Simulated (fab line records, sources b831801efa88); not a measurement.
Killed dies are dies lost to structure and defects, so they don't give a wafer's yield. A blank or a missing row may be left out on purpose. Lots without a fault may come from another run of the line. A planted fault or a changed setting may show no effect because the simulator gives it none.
fab line records | flow gf180mcu
record lots=12 wafers=36 last_day=34
route steps=602 shown V1@336 V2@393
lots that met no fault: from a run of the same line without faults
start_h: hours from the record's first day to the start of the lot's first wafer shown | wait_h: hours since the lot's step before | " the same as in the row above | L1.1+2: a row that stands for several wafers | - no value, or no start given | * or withheld: withheld | < > ~ a bound
route shown NAME@n: a module of which the file shows steps, and the number in the route of the first | usual: mean/standard deviation of fault-free wafers | same: alike in all rows | chamber/n: place in a boat | sites: the reading at each site | _std_site: their standard deviation | _edge_site: outer sites' mean less inner sites' | radius_mm: how far each site lies from the wafer's centre | mask NAME#n: copy n | behind: the tool/chamber that last shaped the wafer | hold: why the lot was held/for how many hours/how that ended | device: the transistor (n, p or np) that didn't switch | end of line: the same wafers' tests at the end of the route | a step without rows: its recipe alone | killed: dies lost to structure and defects at the first sort, not the wafer's yield | map: a wafer's dies, x killed, . not, _ none there
set.NAME: the setting as run; set.NAME@STEP: as run at that earlier step | model.NAME: the simulator's own value behind a step, which no gauge read
steps of the route over a sample of lots; a table a step, a row a wafer
services: from which hour (start_h, from the record's first day; less than 0 if before it) a tool's chamber was out of use, for how many hours, and why
## steps
# step GF_V1_THK_MEAS_01
# recipe reads=SiO2_of_V1_CVD_00
# usual V1_CVD_00_THK=601/9.9
# columns lot.wafer tool chamber start_h wait_h V1_CVD_00_THK[nm]
L902.1 film_metro-02 - 396.75 0.0 605
L902.3 " - " " 596
L902.6 " - " " 601
L904.1 film_metro-01 - 411.14 0.0 611
L904.3 " - " " 599
L904.5 " - " " 605
L905.1 film_metro-01 - 424.38 0.0 584
L905.4 " - " " 586
L905.5 " - " " 606
L906.1 film_metro-01 - 432.30 0.0 601
L906.5 " - " " 595
L906.6 " - " " 617
L907.2 film_metro-02 - 442.51 0.0 612
L907.4 " - " " 602
L907.6 " - " " 588
L908.3 film_metro-01 - 452.14 0.1 618
L908.5 " - " " 608
L908.6 " - " " 610
L917.1 film_metro-02 - 525.58 0.0 613
L917.2 " - " " 599
L917.5 " - " " 607
L919.1 film_metro-01 - 544.01 0.0 589
L919.2 " - " " 592
L919.4 " - " " 595
L921.1 film_metro-01 - 554.97 0.0 606
L921.3 " - " " 616
L921.4 " - " " 599
L922.3 film_metro-03 - 564.07 0.1 599
L922.4 " - " " 603
L922.5 " - " " 601
L923.3 film_metro-03 - 572.28 0.1 606
L923.5 " - " " 609
L923.6 " - " " 612
L924.2 film_metro-01 - 582.24 0.0 590
L924.4 " - " " 581
L924.5 " - " " 608
# step GF_V1_RS_MEAS_24
# recipe thk_meas_gauge=four-point-probe reads=W_of_V1_CVD_23+TiN_of_V1_SPUTTER_22+Ti_of_V1_SPUTTER_21
# usual V1_W_RS=0.325/0.0053
# columns lot.wafer tool chamber start_h wait_h V1_W_RS[ohm/sq]
L902.1 film_metro-02 - 422.33 0.1 0.312
L902.3 " - " " 0.319
L902.6 " - " " 0.327
L904.1 film_metro-03 - 436.86 0.1 0.333
L904.3 " - " " 0.326
L904.5 " - " " 0.336
L905.1 film_metro-03 - 450.27 0.1 0.335
L905.4 " - " " 0.327
L905.5 " - " " 0.321
L906.1 film_metro-03 - 458.38 0.1 0.325
L906.5 " - " " 0.322
L906.6 " - " " 0.334
L907.2 film_metro-03 - 468.00 0.1 0.316
L907.4 " - " " 0.323
L907.6 " - " " 0.329
L908.3 film_metro-02 - 478.37 0.1 0.339
L908.5 " - " " 0.328
L908.6 " - " " 0.335
L917.1 film_metro-01 - 549.35 0.1 0.328
L917.2 " - " " 0.320
L917.5 " - " " 0.319
L919.1 film_metro-01 - 568.13 0.1 0.319
L919.2 " - " " 0.326
L919.4 " - " " 0.324
L921.1 film_metro-01 - 578.43 0.1 0.328
L921.3 " - " " 0.325
L921.4 " - " " 0.317
L922.3 film_metro-03 - 587.56 0.1 0.316
L922.4 " - " " 0.323
L922.5 " - " " 0.325
L923.3 film_metro-01 - 595.51 0.1 0.329
L923.5 " - " " 0.326
L923.6 " - " " 0.321
L924.2 film_metro-01 - 604.98 0.1 0.318
L924.4 " - " " 0.320
L924.5 " - " " 0.327
# step GF_V2_EXPOSE_11
# recipe mask_id=Via2 target_cd_nm=260 na=0.68 source_shape=conventional sigma_outer=0.6 dose_mj=38
# usual stage_vel_mm_s=499.97/0.24
# same na=0.68
# columns lot.wafer tool chamber start_h wait_h mask stage_vel_mm_s
L902.1 krf_scanner-02 0 461.47 - Via2#0 500.08
L902.3 " 0 " " Via2#0 500.11
L902.6 " 0 " " Via2#0 499.97
L904.1 krf_scanner-01 0 475.45 - Via2#0 499.93
L904.3 " 0 " " Via2#0 500.44
L904.5 " 0 " " Via2#0 499.90
L905.1 krf_scanner-01 0 488.25 - Via2#0 499.30
L905.4 " 0 " " Via2#0 499.86
L905.5 " 0 " " Via2#0 499.87
L906.1 krf_scanner-01 0 496.62 - Via2#0 500.12
L906.5 " 0 " " Via2#0 499.88
L906.6 " 0 " " Via2#0 499.90
L907.2 krf_scanner-01 0 505.22 - Via2#0 500.06
L907.4 " 0 " " Via2#0 500.02
L907.6 " 0 " " Via2#0 500.31
L908.3 krf_scanner-01 0 515.38 - Via2#0 499.43
L908.5 " 0 " " Via2#0 499.79
L908.6 " 0 " " Via2#0 499.71
L917.1 krf_scanner-01 0 592.94 - Via2#0 500.36
L917.2 " 0 " " Via2#0 500.30
L917.5 " 0 " " Via2#0 500.46
L919.1 krf_scanner-01 0 602.60 - Via2#0 500.07
L919.2 " 0 " " Via2#0 499.97
L919.4 " 0 " " Via2#0 500.14
L921.1 krf_scanner-01 0 613.32 - Via2#0 499.87
L921.3 " 0 " " Via2#0 499.88
L921.4 " 0 " " Via2#0 500.14
L922.3 krf_scanner-02 0 621.85 - Via2#0 500.15
L922.4 " 0 " " Via2#0 500.24
L922.5 " 0 " " Via2#0 499.78
L923.3 krf_scanner-01 0 628.83 - Via2#0 499.59
L923.5 " 0 " " Via2#0 499.91
L923.6 " 0 " " Via2#0 499.99
L924.2 krf_scanner-01 0 638.47 - Via2#0 499.92
L924.4 " 0 " " Via2#0 500.21
L924.5 " 0 " " Via2#0 500.16
# step GF_V2_CD_MEAS_14
# recipe target_cd_nm=260
# usual cd_nm=260.4/1.3
# columns lot.wafer tool chamber start_h wait_h cd_nm
L902.1 cd_sem-02 - 472.95 0.1 258.4
L902.3 " - " " 257.9
L902.6 " - " " 259.1
L904.1 cd_sem-02 - 486.95 0.1 261.2
L904.3 " - " " 261.1
L904.5 " - " " 260.2
L905.1 cd_sem-01 - 499.79 0.1 260.6
L905.4 " - " " 259.9
L905.5 " - " " 259.8
L906.1 cd_sem-01 - 508.55 0.1 258.6
L906.5 " - " " 257.2
L906.6 " - " " 258.4
L907.2 cd_sem-01 - 517.07 0.1 260.7
L907.4 " - " " 259.5
L907.6 " - " " 273.4
L908.3 cd_sem-01 - 526.03 0.1 260.0
L908.5 " - " " 260.7
L908.6 " - " " 273.3
L917.1 cd_sem-02 - 603.30 0.1 261.7
L917.2 " - " " 262.5
L917.5 " - " " 261.7
L919.1 cd_sem-02 - 612.89 0.1 261.8
L919.2 " - " " 261.5
L919.4 " - " " 261.5
L921.1 cd_sem-02 - 623.29 0.1 258.8
L921.3 " - " " 258.4
L921.4 " - " " 258.6
L922.3 cd_sem-02 - 631.79 0.1 257.4
L922.4 " - " " 257.8
L922.5 " - " " 256.4
L923.3 cd_sem-01 - 638.78 0.1 260.4
L923.5 " - " " 261.6
L923.6 " - " " 261.5
L924.2 cd_sem-02 - 647.71 0.1 261.7
L924.4 " - " " 262.1
L924.5 " - " " 261.3
# step GF_V2_SPUTTER_22
# recipe material=TiN target_thk_nm=10 chamber_pressure_pa=5 power_w=4000 time_s=40
# usual throttle_valve_pct=30.2/0.97
# columns lot.wafer tool chamber start_h wait_h throttle_valve_pct
L902.1 pvd_sputter-02 - 473.84 0.0 31.3
L902.3 " - " " 31.2
L902.6 " - " " 31.1
L904.1 pvd_sputter-02 - 487.83 0.0 31.1
L904.3 " - " " 30.0
L904.5 " - " " 30.1
L905.1 pvd_sputter-01 - 500.71 0.0 30.8
L905.4 " - " " 30.3
L905.5 " - " " 31.0
L906.1 pvd_sputter-02 - 509.47 0.0 31.0
L906.5 " - " " 30.3
L906.6 " - " " 29.1
L907.2 pvd_sputter-03 - 517.96 0.0 30.9
L907.4 " - " " 29.9
L907.6 " - " " 30.2
L908.3 pvd_sputter-02 - 526.90 0.0 29.0
L908.5 " - " " 29.0
L908.6 " - " " 31.3
L917.1 pvd_sputter-03 - 604.58 0.0 30.2
L917.2 " - " " 30.0
L917.5 " - " " 30.2
L919.1 pvd_sputter-03 - 614.28 0.0 29.8
L919.2 " - " " 30.8
L919.4 " - " " 30.0
L921.1 pvd_sputter-02 - 624.51 0.0 29.0
L921.3 " - " " 31.0
L921.4 " - " " 31.5
L922.3 pvd_sputter-02 - 632.64 0.0 31.1
L922.4 " - " " 30.1
L922.5 " - " " 29.9
L923.3 pvd_sputter-03 - 639.71 0.0 30.1
L923.5 " - " " 30.2
L923.6 " - " " 30.7
L924.2 pvd_sputter-02 - 648.67 0.0 28.8
L924.4 " - " " 31.4
L924.5 " - " " 30.1
## services
# columns tool chamber start_h hours kind
pvd_sputter-02 - 437.63 2.9 repair
pvd_sputter-02 2 493.03 - consumable_replace:kit
pvd_sputter-02 2 493.03 18.0 scheduled_down
pvd_sputter-02 2 493.03 18.0 vent_cycle
krf_scanner-02 - 494.77 1.0 pm
krf_scanner-02 - 495.77 4.0 pm
krf_scanner-01 0 504.28 - calibration
pvd_sputter-03 2 523.87 - consumable_replace:kit
pvd_sputter-03 2 523.87 18.0 scheduled_down
pvd_sputter-03 2 523.87 18.0 vent_cycle
pvd_sputter-01 - 529.28 2.3 repair
krf_scanner-02 - 530.90 0.8 pm
krf_scanner-01 - 532.79 1.0 pm
krf_scanner-02 - 543.97 1.3 pm
krf_scanner-01 - 545.58 1.3 pm
krf_scanner-02 - 561.37 9.4 repair
pvd_sputter-03 - 566.41 1.1 repair
krf_scanner-01 - 570.89 3.6 pm
krf_scanner-01 - 584.89 0.8 pm
pvd_sputter-03 - 594.09 1.0 repair
pvd_sputter-03 - 601.55 2.7 repair
krf_scanner-02 - 612.87 0.2 repair
krf_scanner-01 - 614.50 0.6 repair
krf_scanner-01 - 645.20 0.7 repair
## key
first_sign step=GF_V2_CD_MEAS_14 reading=cd_nm direction=up sigmas=10 usual=260.4 struck=273.4
effect none on later readings
met_at GF_V2_EXPOSE_11
struck_lots L907,L908
struck_wafers L907.6,L908.6
not_acting_at GF_V1_THK_MEAS_01,GF_V1_RS_MEAS_24,GF_V2_SPUTTER_22
onset_between 496.62 505.22
fault kind=process_parameter_drift tool=krf_scanner-01 chamber=- onset_h=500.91 steps=GF_V2_EXPOSE_11 channel=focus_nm offset=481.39 shape=step end_h=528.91 scope=struck_wafers_only
